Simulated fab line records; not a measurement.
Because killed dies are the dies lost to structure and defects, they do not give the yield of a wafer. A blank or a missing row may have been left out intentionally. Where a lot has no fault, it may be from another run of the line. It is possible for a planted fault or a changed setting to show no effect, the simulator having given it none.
Which tool was responsible? :: flow sfq-line :: 7 lots, 20 wafers sampled, at 4 steps of a route of 325

WHAT THE GAUGES SHOWED, per wafer
SFQ_I7_BOW_MEAS_946.
lot: L430
measured: day 80 23:43
on: film-metro-03
I7_BOW (um): 12 7 10

lot: L433
measured: day 83 09:34
on: film-metro-01
I7_BOW (um): 6 -1 5

lot: L435
measured: day 83 17:53
on: film-metro-01
I7_BOW (um): 3 17 6

lot: L440
measured: day 84 16:07
on: film-metro-01
I7_BOW (um): 29 17

lot: L442
measured: day 85 04:05
on: film-metro-02
I7_BOW (um): 12 23 12

lot: L448
measured: day 86 06:02
on: film-metro-02
I7_BOW (um): 18 19 29

lot: L450
measured: day 86 12:01
on: film-metro-01
I7_BOW (um): 6 17 9

WHAT TOOL EACH LOT RAN ON (gives the tool, then ch and the chambers of the sampled wafers, and finally the start)
lot: L430
SFQ_TRILAYER_C5_STRIP_STRIP_155: rie-metal-03 ch 0,1, day 66 21:04
SFQ_TRILAYER_M6_STRIP_STRIP_163: rie-metal-02 ch 0,1, day 72 00:56
SFQ_TRILAYER_I7_CMP_CMP_184: cmp-01 ch 1,2,3, day 80 20:43

lot: L433
SFQ_TRILAYER_C5_STRIP_STRIP_155: rie-metal-01 ch 0,1, day 70 01:47
SFQ_TRILAYER_M6_STRIP_STRIP_163: rie-metal-02 ch 0,1, day 74 01:29
SFQ_TRILAYER_I7_CMP_CMP_184: cmp-01 ch 1,3, day 83 06:31

lot: L435
SFQ_TRILAYER_C5_STRIP_STRIP_155: rie-metal-04 ch 0,1, day 70 07:42
SFQ_TRILAYER_M6_STRIP_STRIP_163: rie-metal-03 ch 0, day 74 09:53
SFQ_TRILAYER_I7_CMP_CMP_184: cmp-02 ch 0,3, day 83 14:53

lot: L440
SFQ_TRILAYER_C5_STRIP_STRIP_155: rie-metal-03 ch 0, day 71 10:27
SFQ_TRILAYER_M6_STRIP_STRIP_163: rie-metal-03 ch 0, day 75 14:29
SFQ_TRILAYER_I7_CMP_CMP_184: cmp-02 ch 0,2, day 84 14:05

lot: L442
SFQ_TRILAYER_C5_STRIP_STRIP_155: rie-metal-03 ch 0,1, day 72 03:15
SFQ_TRILAYER_M6_STRIP_STRIP_163: rie-metal-04 ch 0,1, day 76 09:37
SFQ_TRILAYER_I7_CMP_CMP_184: cmp-02 ch 0,1,3, day 85 02:05

lot: L448
SFQ_TRILAYER_C5_STRIP_STRIP_155: rie-metal-01 ch 0,1, day 73 09:40
SFQ_TRILAYER_M6_STRIP_STRIP_163: rie-metal-04 ch 0,1, day 77 14:43
SFQ_TRILAYER_I7_CMP_CMP_184: cmp-01 ch 1,2, day 86 03:29

lot: L450
SFQ_TRILAYER_C5_STRIP_STRIP_155: rie-metal-01 ch 0,1, day 73 16:40
SFQ_TRILAYER_M6_STRIP_STRIP_163: rie-metal-02 ch 0,1, day 77 22:55
SFQ_TRILAYER_I7_CMP_CMP_184: cmp-01 ch 0,1,3, day 86 09:29
- SFQ_TRILAYER_C5_STRIP_STRIP_155: strips in O2.
- SFQ_TRILAYER_M6_STRIP_STRIP_163: strips in O2.
- SFQ_TRILAYER_I7_CMP_CMP_184: polishes SiO2.

THE ANSWER, worked out from the rows above alone
Rule: the usual values come from the lots themselves. The widest of any qualifying gaps counts: lots, ordered by their means at a reading, are off when they make up no more than a third of the lots, leave a main group of 4 or more, and stand apart from it by 3 or more times the standard deviation of that group's means. The tables above print the reading to a certain number of digits; a main group whose means all agree to those digits is not used. Also off: a lot with no number at a reading for which 4 or more lots have one. The other lots that the step has rows for count as sound.
No lot is off at any reading shown: from this, nothing can be told.

WHAT THE SIMULATOR HAD INSERTED
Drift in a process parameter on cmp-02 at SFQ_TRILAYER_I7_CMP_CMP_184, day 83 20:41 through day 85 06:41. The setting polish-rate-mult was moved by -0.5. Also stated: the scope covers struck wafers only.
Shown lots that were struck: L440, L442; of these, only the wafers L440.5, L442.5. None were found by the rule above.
